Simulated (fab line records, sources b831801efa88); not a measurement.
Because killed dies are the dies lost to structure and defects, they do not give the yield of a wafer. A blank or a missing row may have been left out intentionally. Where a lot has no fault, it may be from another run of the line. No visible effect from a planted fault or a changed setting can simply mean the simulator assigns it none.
fab line records	flow sfq_line
record lots=5	wafers=23
route steps=325 shown I4@168 JJ@185 M5@199 R5@212 I5@229 M6@255 I6@266
start_h: hours from the record's opening day to when the first of the lot's shown wafers began	wait_h: how many hours have passed since the lot's step before this one	" same as the row above	L1.1+2: a row that stands for several wafers	- no value, or no start given	* or withheld: withheld	< > ~ a bound
route shown NAME@n: names a module that has steps shown in the file, with the first one's number in the route	usual: mean/standard deviation taken from wafers without a fault	same: alike in all rows	chamber/n: place in a boat	sites: per-site readings	_std_site: the values' standard deviation	_edge_site: mean of outer sites minus mean of inner sites	radius_mm: for every site, how far away it sits from the centre of the wafer	mask NAME#n: copy n	behind: tool/chamber where the wafer was last shaped	hold: what put the lot on hold/how long, in hours/how the hold closed	device: which transistor (n, p or np) failed to switch	end of line: the route-end tests of the same wafers	where a step has no rows: the recipe by itself	killed: not the wafer's yield, but the dies lost to structure and defects at the first sort	map: shows each die of a wafer: x if killed, . if not, _ if none is there
set.NAME: the setting as run; set.NAME@STEP: as run at that earlier step	model.NAME: the simulator's own value behind a step, which no gauge read
lots where settings were altered on purpose, with a table for each step and a row for each wafer
## steps
# step SFQ_TRILAYER_I4_VIA_LITHO_COAT_103
# recipe resist=KrF	spin_rpm=3000	resist_thk_nm=650
lot.wafer	tool	chamber	start_h	wait_h	set.resist_thk_nm	model.KrF_of_TRILAYER_I4_VIA_LITHO_COAT_103.thk_nm
L075.1	litho_track-04	0	951.49	0.2	650	648.3
L075.2	"	0	"	"	650	647.3
L075.3	"	0	"	"	650	648.4
L075.5	"	0	"	"	650	646.7
L075.6	"	0	"	"	650	649.7
L077.1	litho_track-03	0	957.49	0.2	664	664.1
L077.2	"	0	"	"	664	665.6
L077.4	"	0	"	"	650	652.9
L077.5	"	0	"	"	650	651.4
L077.6	"	0	"	"	650	650
L079.2	litho_track-03	0	988.30	0.2	650	651.5
L079.4	"	0	"	"	650	648.9
L079.5	"	0	"	"	650	648.7
L083.1	litho_track-04	0	1016.48	0.2	673.1	674.1
L083.2	"	0	"	"	650	651.2
L083.3	"	0	"	"	673.1	674.3
L083.4	"	0	"	"	673.1	674.8
L083.6	"	0	"	"	650	651.5
L084.1	litho_track-02	0	1017.49	0.2	624.5	626.4
L084.2	"	0	"	"	624.5	625.4
L084.3	"	0	"	"	624.5	625.3
L084.4	"	0	"	"	650	649.9
L084.5	"	0	"	"	650	653.1
# step SFQ_TRILAYER_I4_VIA_LITHO_SOFTBAKE_107
# recipe temp_c=withheld	time_s=withheld	resist=KrF
# step SFQ_TRILAYER_I4_VIA_LITHO_EXPOSE_104
# recipe mask_id=I4	na=0.6	source_shape=conventional	sigma_outer=0.65	target_cd_nm=700	dose_mj=21.3
# step SFQ_TRILAYER_I4_VIA_BARC_OPEN_VIA_ETCH_146
# recipe mask_material=PR	chemistry=O2	target_depth_nm=125	target=BARC	source_w=500	bias_w=80	pressure_mtorr=30	time_s=41.7
# step SFQ_TRILAYER_I4_VIA_ETCH_VIA_ETCH_106
# recipe target=SiO2	stop_on=Nb	mask_material=PR	taper_deg=20	chemistry=CHF3	target_depth_nm=260	source_w=500	bias_w=80	pressure_mtorr=30	time_s=withheld
lot.wafer	tool	chamber	start_h	wait_h	set.resist_thk_nm@TRILAYER_I4_VIA_LITHO_COAT_103	model.KrF_of_TRILAYER_I4_VIA_LITHO_COAT_103.thk_nm
L075.1	rie_diel-04	3	979.14	0.0	650	526.4
L075.2	"	0	"	"	650	527.3
L075.3	"	2	"	"	650	525.6
L075.5	"	2	"	"	650	523.7
L075.6	"	0	"	"	650	529.6
L077.1+2	rie_diel-04	0,3	986.34	0.0	664	543.8
L077.4	"	1	"	"	650	530.2
L077.5	"	2	"	"	650	528.9
L077.6	"	3	"	"	650	528.2
L079.2	rie_diel-01	3	1015.69	0.0	650	528.9
L079.4	"	2	"	"	650	527.9
L079.5	"	1	"	"	650	526.4
L083.1	rie_diel-01	3	1052.80	0.0	673.1	551.3
L083.2	"	1	"	"	650	529.7
L083.3	"	0	"	"	673.1	549.9
L083.4	"	2	"	"	673.1	553.8
L083.6	"	1	"	"	650	530.1
L084.1	rie_diel-03	1	1054.21	0.0	624.5	503
L084.2	"	2	"	"	624.5	504.7
L084.3	"	0	"	"	624.5	503.3
L084.4	"	1	"	"	650	526.9
L084.5	"	2	"	"	650	532
# step SFQ_TRILAYER_JJ_CE_LITHO_COAT_119
# recipe resist=BARC	spin_rpm=3000	resist_thk_nm=62
lot.wafer	tool	chamber	start_h	wait_h	set.spin_rpm	model.BARC_of_TRILAYER_JJ_CE_LITHO_COAT_119.thk_nm
L075.1	litho_track-01	0	981.43	0.1	2875	63.38
L075.2	"	0	"	"	2875	63.39
L075.3	"	0	"	"	3000	62.22
L075.5	"	0	"	"	2875	63.42
L075.6	"	0	"	"	3000	62.18
L077.1	litho_track-01	0	988.62	0.1	3000	61.85
L077.2	"	0	"	"	3000	61.86
L077.4	"	0	"	"	2858	63.43
L077.5	"	0	"	"	2858	63.1
L077.6	"	0	"	"	3000	61.72
L079.2	litho_track-04	0	1018.02	0.1	3000	62.06
L079.4	"	0	"	"	3000	62
L079.5	"	0	"	"	3000	61.89
L083.1	litho_track-01	0	1055.07	0.1	3000	61.81
L083.2	"	0	"	"	3097	61.04
L083.3	"	0	"	"	3000	62.01
L083.4	"	0	"	"	3097	60.99
L083.6	"	0	"	"	3097	60.95
L084.1	litho_track-04	0	1056.49	0.1	3215	59.92
L084.2	"	0	"	"	3000	61.73
L084.3	"	0	"	"	3215	59.72
L084.4	"	0	"	"	3000	61.76
L084.5	"	0	"	"	3000	62.08
# step SFQ_TRILAYER_JJ_CE_LITHO_COAT_114
# recipe resist=KrF	spin_rpm=3063	resist_thk_nm=600
# step SFQ_TRILAYER_JJ_CE_LITHO_SOFTBAKE_118
# recipe temp_c=withheld	time_s=withheld	resist=KrF
# step SFQ_TRILAYER_JJ_CE_METRO_MEASURE_117
# step SFQ_TRILAYER_JJ_CE_BARC_OPEN_RIE_150
# recipe mask_material=PR	chemistry=O2	target_depth_nm=240	target=BARC	icp_w=600	bias_w=80	pressure_mtorr=10	time_s=80
lot.wafer	tool	chamber	start_h	wait_h	set.spin_rpm@TRILAYER_JJ_CE_LITHO_COAT_119	model.etch.depth_nm
L075.1	rie_metal-04	0	1008.45	1.0	2875	63.38
L075.2+5	"	1,0	"	"	2875	-
L075.3	"	0	"	"	3000	62.22
L075.6	"	1	"	"	3000	-
L077.1+2	rie_metal-04	1,0	1018.05	1.0	3000	-
L077.4	"	0	"	"	2858	63.43
L077.5	"	1	"	"	2858	63.1
L077.6	"	0	"	"	3000	61.72
L079.2	rie_metal-04	0	1056.36	0.8	3000	62.06
L079.4	"	0	"	"	3000	62
L079.5	"	1	"	"	3000	61.89
L083.1	rie_metal-02	1	1103.58	1.0	3000	-
L083.2+4	"	0	"	"	3097	-
L083.3	"	1	"	"	3000	62.01
L083.6	"	1	"	"	3097	60.95
L084.1	rie_metal-04	1	1105.98	1.0	3215	59.92
L084.2	"	0	"	"	3000	61.73
L084.3	"	0	"	"	3215	59.72
L084.4	"	1	"	"	3000	61.76
L084.5	"	1	"	"	3000	62.08
# step SFQ_TRILAYER_M5_LITHO_COAT_123
# recipe resist=KrF	spin_rpm=3000	resist_thk_nm=600
lot.wafer	tool	chamber	start_h	wait_h	set.spin_rpm	model.KrF_of_TRILAYER_M5_LITHO_COAT_123.thk_nm
L075.1	litho_track-01	0	1010.23	0.2	3070	592
L075.2	"	0	"	"	3070	590.6
L075.3	"	0	"	"	3000	596.8
L075.5	"	0	"	"	3000	597.4
L075.6	"	0	"	"	3070	589.9
L077.1	litho_track-01	0	1020.00	0.2	2886	611.5
L077.2	"	0	"	"	3000	598.1
L077.4	"	0	"	"	3000	600.9
L077.5	"	0	"	"	2886	609.7
L077.6	"	0	"	"	2886	612.3
L079.2	litho_track-01	0	1058.18	0.2	3000	599.7
L079.4	"	0	"	"	3000	599.8
L079.5	"	0	"	"	3000	601.1
L083.1	litho_track-03	0	1105.96	0.2	2919	609.6
L083.2	"	0	"	"	2919	609.4
L083.3	"	0	"	"	3000	601.1
L083.4	"	0	"	"	3000	602.2
L083.6	"	0	"	"	3000	601
L084.1	litho_track-03	0	1108.26	0.2	3000	601.3
L084.2	"	0	"	"	3000	602
L084.3	"	0	"	"	3000	600.1
L084.4	"	0	"	"	3000	603.5
L084.5	"	0	"	"	3000	601.1
# step SFQ_TRILAYER_R5_DEP_SPUTTER_132
# recipe material=Ti	base_pressure_pa=1.33e-06	target_thk_nm=5	power_w=2000	time_s=5	chamber_pressure_pa=0.4
lot.wafer	tool	chamber	start_h	wait_h	set.power_w	model.Ti_of_TRILAYER_R5_DEP_SPUTTER_132.thk_nm
L075.1	pvd_sputter-04	-	1157.34	1.0	2000	5.174
L075.2	"	-	"	"	2195	5.737
L075.3	"	-	"	"	2000	5.243
L075.5	"	-	"	"	2195	5.722
L075.6	"	-	"	"	2195	5.72
L077.1	pvd_sputter-05	-	1163.34	1.0	1779	4.36
L077.2	"	-	"	"	1779	4.483
L077.4	"	-	"	"	2000	5.017
L077.5	"	-	"	"	2000	5.099
L077.6	"	-	"	"	2000	4.95
L079.2	pvd_sputter-04	-	1184.34	0.8	2000	5.282
L079.4	"	-	"	"	2000	4.999
L079.5	"	-	"	"	2000	4.987
L083.1	pvd_sputter-05	-	1215.46	1.0	2178	5.532
L083.2	"	-	"	"	2178	5.507
L083.3	"	-	"	"	2000	4.996
L083.4	"	-	"	"	2178	5.525
L083.6	"	-	"	"	2000	5.125
L084.1	pvd_sputter-05	-	1218.46	1.0	2000	4.878
L084.2	"	-	"	"	2000	4.943
L084.3	"	-	"	"	2000	4.96
L084.4	"	-	"	"	2000	4.992
L084.5	"	-	"	"	2000	4.908
# step SFQ_TRILAYER_R5_LITHO_COAT_136
# recipe resist=KrF	spin_rpm=3000	resist_thk_nm=600
lot.wafer	tool	chamber	start_h	wait_h	set.resist_thk_nm	model.KrF_of_TRILAYER_R5_LITHO_COAT_136.thk_nm
L075.1	litho_track-04	0	1157.92	0.2	600	604.1
L075.2+5	"	0	"	"	581.4	-
L075.3	"	0	"	"	600	601.8
L075.6	"	0	"	"	600	-
L077.1+2	litho_track-01	0	1163.92	0.2	600	-
L077.4	"	0	"	"	600	600.5
L077.5	"	0	"	"	600	601.3
L077.6	"	0	"	"	600	599.7
L079.2	litho_track-04	0	1184.97	0.2	600	602.5
L079.4	"	0	"	"	600	602.9
L079.5	"	0	"	"	600	603.6
L083.1+2	litho_track-02	0	1216.03	0.2	600	-
L083.3	"	0	"	"	600	597.3
L083.4	"	0	"	"	620.2	-
L083.6	"	0	"	"	620.2	619.9
L084.1	litho_track-04	0	1219.03	0.2	572.8	572.9
L084.2	"	0	"	"	600	599.5
L084.3	"	0	"	"	572.8	572.6
L084.4	"	0	"	"	572.8	572.5
L084.5	"	0	"	"	600	599.9
# step SFQ_TRILAYER_R5_BARC_OPEN_METAL_ETCH_177
# recipe mask_material=PR	chemistry=O2	target_depth_nm=125	target=BARC	icp_w=600	bias_w=80	pressure_mtorr=10	time_s=41.7
lot.wafer	tool	chamber	start_h	wait_h	set.icp_w	set.resist_thk_nm@TRILAYER_R5_LITHO_COAT_136	model.KrF_of_TRILAYER_R5_LITHO_COAT_136.thk_nm
L075.1	rie_metal-01	0	1221.83	0.0	529.7	600	532.4
L075.2	"	1	"	"	600	581.4	-
L075.3	"	1	"	"	529.7	600	529.9
L075.5	"	0	"	"	529.7	581.4	-
L075.6	"	1	"	"	600	600	-
L077.1	rie_metal-01	1	1229.03	0.0	576.2	600	-
L077.2	"	0	"	"	600	600	-
L077.4	"	0	"	"	600	600	523.3
L077.5	"	1	"	"	600	600	523.5
L077.6	"	0	"	"	576.2	600	524.2
L079.2	rie_metal-01	0	1249.86	0.1	600	600	525.8
L079.4	"	0	"	"	600	600	525.3
L079.5	"	0	"	"	600	600	526
L083.1+2	rie_metal-03	0,1	1284.63	0.0	600	600	-
L083.3	"	1	"	"	600	600	519.7
L083.4	"	0	"	"	600	620.2	-
L083.6	"	0	"	"	600	620.2	543.5
L084.1	rie_metal-02	0	1288.23	0.0	600	572.8	496
L084.2	"	0	"	"	652	600	518.7
L084.3	"	0	"	"	652	572.8	491.5
L084.4	"	0	"	"	652	572.8	491.7
L084.5	"	0	"	"	600	600	523
# step SFQ_TRILAYER_I5_LITHO_COAT_149
# recipe resist=BARC	spin_rpm=3000	resist_thk_nm=62
lot.wafer	tool	chamber	start_h	wait_h	set.spin_rpm	model.BARC_of_TRILAYER_I5_LITHO_COAT_149.thk_nm
L075.1	litho_track-02	0	1222.75	0.0	3000	62.17
L075.2	"	0	"	"	3196	60.42
L075.3	"	0	"	"	3196	60.11
L075.5	"	0	"	"	3000	61.98
L075.6	"	0	"	"	3196	60.12
L077.1	litho_track-02	0	1230.06	0.1	2856	63.57
L077.2	"	0	"	"	3000	61.84
L077.4	"	0	"	"	3000	62
L077.5	"	0	"	"	2856	63.44
L077.6	"	0	"	"	3000	61.77
L079.2	litho_track-04	0	1251.60	0.1	3000	62.03
L079.4	"	0	"	"	3000	62.08
L079.5	"	0	"	"	3000	62.23
L083.1	litho_track-02	0	1285.55	0.0	3000	61.92
L083.2	"	0	"	"	2928	62.78
L083.3	"	0	"	"	2928	62.82
L083.4	"	0	"	"	3000	62.08
L083.6	"	0	"	"	3000	61.91
L084.1	litho_track-03	0	1289.87	0.0	3206	59.62
L084.2	"	0	"	"	3000	61.64
L084.3	"	0	"	"	3000	61.6
L084.4	"	0	"	"	3206	59.7
L084.5	"	0	"	"	3206	59.46
# step SFQ_TRILAYER_I5_BARC_OPEN_VIA_ETCH_200
# recipe mask_material=PR	chemistry=O2	target_depth_nm=125	target=BARC	source_w=500	bias_w=80	pressure_mtorr=30	time_s=41.7
lot.wafer	tool	chamber	start_h	wait_h	set.pressure_mtorr	set.spin_rpm@TRILAYER_I5_LITHO_COAT_149	model.etch.depth_nm
L075.1	rie_diel-04	3	1273.99	0.0	31.42	3000	62.17
L075.2+6	"	1,3	"	"	31.42	3196	-
L075.3	"	0	"	"	31.42	3196	60.11
L075.5	"	2	"	"	31.42	3000	-
L077.1	rie_diel-02	2	1283.59	0.0	31.45	2856	-
L077.2	"	0	"	"	31.45	3000	-
L077.4	"	1	"	"	31.45	3000	62
L077.5	"	1	"	"	31.45	2856	63.44
L077.6	"	0	"	"	31.45	3000	61.77
L079.2	rie_diel-04	1	1296.79	0.0	30	3000	62.03
L079.4	"	0	"	"	30	3000	62.08
L079.5	"	1	"	"	30	3000	62.23
L083.1+4	rie_diel-01	2,1	1362.44	0.0	26.68	3000	-
L083.2	"	3	"	"	26.68	2928	-
L083.3	"	0	"	"	26.68	2928	62.82
L083.6	"	1	"	"	26.68	3000	61.91
L084.1	rie_diel-02	0	1368.44	0.0	30	3206	59.62
L084.2	"	2	"	"	30	3000	61.64
L084.3	"	3	"	"	30	3000	61.6
L084.4	"	2	"	"	30	3206	59.7
L084.5	"	3	"	"	30	3206	59.46
# step SFQ_TRILAYER_M6_LITHO_COAT_164
# recipe resist=BARC	spin_rpm=3000	resist_thk_nm=62
lot.wafer	tool	chamber	start_h	wait_h	set.spin_rpm	model.BARC_of_TRILAYER_M6_LITHO_COAT_164.thk_nm
L075.1	litho_track-03	0	1354.72	0.1	3000	61.69
L075.2	"	0	"	"	3000	61.86
L075.3+5	"	0	"	"	2791	63.98
L075.6	"	0	"	"	3000	61.6
L077.1	litho_track-01	0	1367.92	0.1	3187	60.28
L077.2+6	"	0	"	"	3187	60.33
L077.4	"	0	"	"	3000	62.1
L077.5	"	0	"	"	3000	62.18
L079.2	litho_track-03	0	1381.77	0.1	3000	61.96
L079.4	"	0	"	"	3000	61.82
L079.5	"	0	"	"	3000	62.07
L083.1	litho_track-01	0	1429.12	0.1	3000	61.64
L083.2	"	0	"	"	3000	61.52
L083.3	"	0	"	"	2908	62.61
L083.4	"	0	"	"	2908	62.68
L083.6	"	0	"	"	2908	62.63
L084.1	litho_track-01	0	1435.12	0.1	3000	62.07
L084.2	"	0	"	"	3000	62.19
L084.3	"	0	"	"	3000	62
L084.4	"	0	"	"	3223	59.89
L084.5	"	0	"	"	3223	59.67
# step SFQ_TRILAYER_M6_LITHO_PEB_162
# recipe peb_temp_c=115	peb_time_s=60	resist=KrF
lot.wafer	tool	chamber	start_h	wait_h	set.peb_time_s
L075.1+2+3+5+6	litho_track-02	0	1429.53	1.0	60
L077.1+2+4	litho_track-03	0	1442.73	1.0	67.09
L077.5+6	"	0	"	"	60
L079.2+4+5	litho_track-03	0	1455.95	0.8	60
L083.1+2+3+4+6	litho_track-02	0	1507.18	1.0	60
L084.1+3+5	litho_track-01	0	1513.18	1.0	52.99
L084.2+4	"	0	"	"	60
# step SFQ_TRILAYER_M6_LITHO_DEVELOP_161
# recipe time_s=60	resist=KrF
# step SFQ_TRILAYER_M6_BARC_OPEN_METAL_ETCH_206
# recipe mask_material=PR	chemistry=O2	target_depth_nm=125	target=BARC	icp_w=600	bias_w=80	pressure_mtorr=10	time_s=41.7
lot.wafer	tool	chamber	start_h	wait_h	set.spin_rpm@TRILAYER_M6_LITHO_COAT_164	set.peb_time_s@TRILAYER_M6_LITHO_PEB_162	model.M6.cd_nm	model.etch.depth_nm
L075.1	rie_metal-01	1	1429.86	0.0	3000	60	499.4	61.69
L075.2	"	0	"	"	3000	60	498.7	-
L075.3	"	0	"	"	2791	60	499.3	63.98
L075.5	"	1	"	"	2791	60	499.8	-
L075.6	"	0	"	"	3000	60	498.4	-
L077.1	rie_metal-04	0	1443.06	0.0	3187	67.09	486.6	-
L077.2	"	1	"	"	3187	67.09	484.5	-
L077.4	"	1	"	"	3000	67.09	485.1	62.1
L077.5	"	1	"	"	3000	60	500.9	62.18
L077.6	"	0	"	"	3187	60	501.9	60.33
L079.2	rie_metal-04	0	1456.26	0.0	3000	60	501.6	61.96
L079.4	"	0	"	"	3000	60	500.8	61.82
L079.5	"	0	"	"	3000	60	500.3	62.07
L083.1	rie_metal-03	1	1507.51	0.0	3000	60	499.4	-
L083.2	"	0	"	"	3000	60	501.8	-
L083.3	"	1	"	"	2908	60	500	62.61
L083.4	"	0	"	"	2908	60	500.1	-
L083.6	"	1	"	"	2908	60	498.1	62.63
L084.1	rie_metal-04	0	1513.51	0.0	3000	52.99	520.3	62.07
L084.2	"	1	"	"	3000	60	500.2	62.19
L084.3	"	1	"	"	3000	52.99	518.7	62
L084.4	"	0	"	"	3223	60	502.1	59.89
L084.5	"	1	"	"	3223	52.99	519.1	59.67
# step SFQ_TRILAYER_M6_ETCH_METAL_ETCH_162
# recipe target=Nb	stop_on=SiO2	mask_material=PR	chemistry=Cl2/Ar	target_depth_nm=240	icp_w=600	bias_w=80	pressure_mtorr=10	time_s=120
lot.wafer	tool	chamber	start_h	wait_h	set.peb_time_s@TRILAYER_M6_LITHO_PEB_162	model.M6.cd_nm
L075.1	rie_metal-01	1	1429.92	0.0	60	501.4
L075.2	"	0	"	"	60	502.4
L075.3	"	0	"	"	60	502.1
L075.5	"	1	"	"	60	501.2
L075.6	"	0	"	"	60	502.7
L077.1	rie_metal-04	0	1443.12	0.0	67.09	484.5
L077.2	"	1	"	"	67.09	484.3
L077.4	"	1	"	"	67.09	483.9
L077.5	"	1	"	"	60	500.7
L077.6	"	0	"	"	60	501.1
L079.2	rie_metal-04	0	1456.32	0.0	60	501
L079.4	"	0	"	"	60	499.8
L079.5	"	0	"	"	60	499.4
L083.1	rie_metal-03	1	1507.57	0.0	60	497.5
L083.2	"	0	"	"	60	499.8
L083.3	"	1	"	"	60	497.6
L083.4	"	0	"	"	60	498.9
L083.6	"	1	"	"	60	496.2
L084.1	rie_metal-04	0	1513.57	0.0	52.99	518.3
L084.2	"	1	"	"	60	501
L084.3	"	1	"	"	52.99	519.7
L084.4	"	0	"	"	60	500.4
L084.5	"	1	"	"	52.99	519.9
# step SFQ_TRILAYER_I6_DEP_PECVD_165
# recipe material=SiO2	temp_c=150	time_s=111.11	pressure_torr=2.4	rf_w=183.3	precursor=SiH4/N2O	target_thk_nm=500
lot.wafer	tool	chamber	start_h	wait_h	set.time_s	model.SiO2_of_TRILAYER_I6_DEP_PECVD_165.thk_nm
L075.1	pecvd-01	1	1430.82	0.0	118.4	539.6
L075.2	"	0	"	"	111.11	499.2
L075.3	"	2	"	"	111.11	508.2
L075.5	"	2	"	"	118.4	550.7
L075.6	"	0	"	"	118.4	539.5
L077.1	pecvd-01	0	1444.04	0.0	111.11	493.5
L077.2	"	1	"	"	111.11	509.4
L077.4	"	0	"	"	125.2	562.6
L077.5	"	1	"	"	125.2	577.6
L077.6	"	2	"	"	125.2	570.3
L079.2	pecvd-03	0	1457.22	0.0	111.11	497.7
L079.4	"	2	"	"	111.11	507.7
L079.5	"	0	"	"	111.11	496.3
L083.1	pecvd-01	2	1508.47	0.0	111.11	503.1
L083.2	"	1	"	"	111.11	501.7
L083.3	"	0	"	"	111.11	501.4
L083.4	"	1	"	"	111.11	512.8
L083.6	"	2	"	"	111.11	508.2
L084.1	pecvd-01	0	1514.47	0.0	115.9	508.4
L084.2	"	1	"	"	115.9	522.4
L084.3	"	2	"	"	111.11	494.4
L084.4	"	1	"	"	111.11	508.6
L084.5	"	0	"	"	115.9	522.8
# step SFQ_TRILAYER_I6_CMP_CMP_166
# recipe material=SiO2	down_force_psi=3	platen_rpm=60	pad_velocity_m_s=0.94248
# usual time_to_endpoint_s=221/8.4
lot.wafer	tool	chamber	start_h	wait_h	set.time_s@TRILAYER_I6_DEP_PECVD_165	time_to_endpoint_s
L075.3	cmp-02	0	1446.47	15.6	111.11	225
L075.2	"	2	1447.47	16.6	111.11	230
L075.1	"	3	"	"	118.4	251
L075.6	"	0	"	"	118.4	250
L075.5	"	1	"	"	118.4	258
L077.1	cmp-02	1	1459.49	15.4	111.11	210
L077.4	"	2	"	"	125.2	268
L077.2	"	0	1460.99	16.9	111.11	220
L077.6	"	1	"	"	125.2	260
L077.5	"	2	"	"	125.2	286
L079.2	cmp-01	3	1472.21	15.0	111.11	221
L079.4	"	1	1473.21	15.9	111.11	214
L079.5	"	0	1474.71	17.4	111.11	217
L083.4	cmp-02	1	1514.99	6.4	111.11	224
L083.1	"	2	"	"	111.11	232
L083.2	"	3	"	"	111.11	222
L083.3	"	0	"	"	111.11	216
L083.6	"	1	"	"	111.11	219
L084.1	cmp-01	1	1519.52	5.0	115.9	218
L084.2	"	2	"	"	115.9	233
L084.4	"	3	"	"	111.11	233
L084.3	"	0	"	"	111.11	224
L084.5	"	2	1522.02	7.5	115.9	239
## key
split step=SFQ_TRILAYER_I4_VIA_LITHO_COAT_103	setting=resist_thk_nm	stated=650	by=wafer
response step=SFQ_TRILAYER_I4_VIA_LITHO_COAT_103	reading=model.KrF_of_TRILAYER_I4_VIA_LITHO_COAT_103.thk_nm	change=+6.5	per=1%	r=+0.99
response step=SFQ_TRILAYER_I4_VIA_ETCH_VIA_ETCH_106	reading=model.KrF_of_TRILAYER_I4_VIA_LITHO_COAT_103.thk_nm	change=+6.43	per=1%	r=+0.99
split step=SFQ_TRILAYER_JJ_CE_LITHO_COAT_119	setting=spin_rpm	stated=3000	by=wafer
response step=SFQ_TRILAYER_JJ_CE_LITHO_COAT_119	reading=model.BARC_of_TRILAYER_JJ_CE_LITHO_COAT_119.thk_nm	change=-0.29	per=1%	r=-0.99
response step=SFQ_TRILAYER_JJ_CE_BARC_OPEN_RIE_150	reading=model.etch.depth_nm	change=-0.293	per=1%	r=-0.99
split step=SFQ_TRILAYER_M5_LITHO_COAT_123	setting=spin_rpm	stated=3000	by=wafer
response step=SFQ_TRILAYER_M5_LITHO_COAT_123	reading=model.KrF_of_TRILAYER_M5_LITHO_COAT_123.thk_nm	change=-2.98	per=1%	r=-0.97
split step=SFQ_TRILAYER_R5_DEP_SPUTTER_132	setting=power_w	stated=2000	by=wafer
response step=SFQ_TRILAYER_R5_DEP_SPUTTER_132	reading=model.Ti_of_TRILAYER_R5_DEP_SPUTTER_132.thk_nm	change=+0.0533	per=1%	r=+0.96
split step=SFQ_TRILAYER_R5_LITHO_COAT_136	setting=resist_thk_nm	stated=600	by=wafer
response step=SFQ_TRILAYER_R5_LITHO_COAT_136	reading=model.KrF_of_TRILAYER_R5_LITHO_COAT_136.thk_nm	change=+6.11	per=1%	r=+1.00
response step=SFQ_TRILAYER_R5_BARC_OPEN_METAL_ETCH_177	reading=model.KrF_of_TRILAYER_R5_LITHO_COAT_136.thk_nm	change=+6.31	per=1%	r=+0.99
split step=SFQ_TRILAYER_R5_BARC_OPEN_METAL_ETCH_177	setting=icp_w	stated=600	by=wafer
response none clear
split step=SFQ_TRILAYER_I5_LITHO_COAT_149	setting=spin_rpm	stated=3000	by=wafer
response step=SFQ_TRILAYER_I5_LITHO_COAT_149	reading=model.BARC_of_TRILAYER_I5_LITHO_COAT_149.thk_nm	change=-0.303	per=1%	r=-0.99
response step=SFQ_TRILAYER_I5_BARC_OPEN_VIA_ETCH_200	reading=model.etch.depth_nm	change=-0.307	per=1%	r=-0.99
split step=SFQ_TRILAYER_I5_BARC_OPEN_VIA_ETCH_200	setting=pressure_mtorr	stated=30	by=lot
response none clear
split step=SFQ_TRILAYER_M6_LITHO_COAT_164	setting=spin_rpm	stated=3000	by=wafer
response step=SFQ_TRILAYER_M6_LITHO_COAT_164	reading=model.BARC_of_TRILAYER_M6_LITHO_COAT_164.thk_nm	change=-0.313	per=1%	r=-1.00
response step=SFQ_TRILAYER_M6_BARC_OPEN_METAL_ETCH_206	reading=model.etch.depth_nm	change=-0.31	per=1%	r=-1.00
split step=SFQ_TRILAYER_M6_LITHO_PEB_162	setting=peb_time_s	stated=60	by=wafer
response step=SFQ_TRILAYER_M6_BARC_OPEN_METAL_ETCH_206	reading=model.M6.cd_nm	change=-1.45	per=1%	r=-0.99
response step=SFQ_TRILAYER_M6_ETCH_METAL_ETCH_162	reading=model.M6.cd_nm	change=-1.5	per=1%	r=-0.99
split step=SFQ_TRILAYER_I6_DEP_PECVD_165	setting=time_s	stated=111.11	by=wafer
response step=SFQ_TRILAYER_I6_DEP_PECVD_165	reading=model.SiO2_of_TRILAYER_I6_DEP_PECVD_165.thk_nm	change=+5.4	per=1%	r=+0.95
response step=SFQ_TRILAYER_I6_CMP_CMP_166	reading=time_to_endpoint_s	change=*	per=1%	r=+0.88
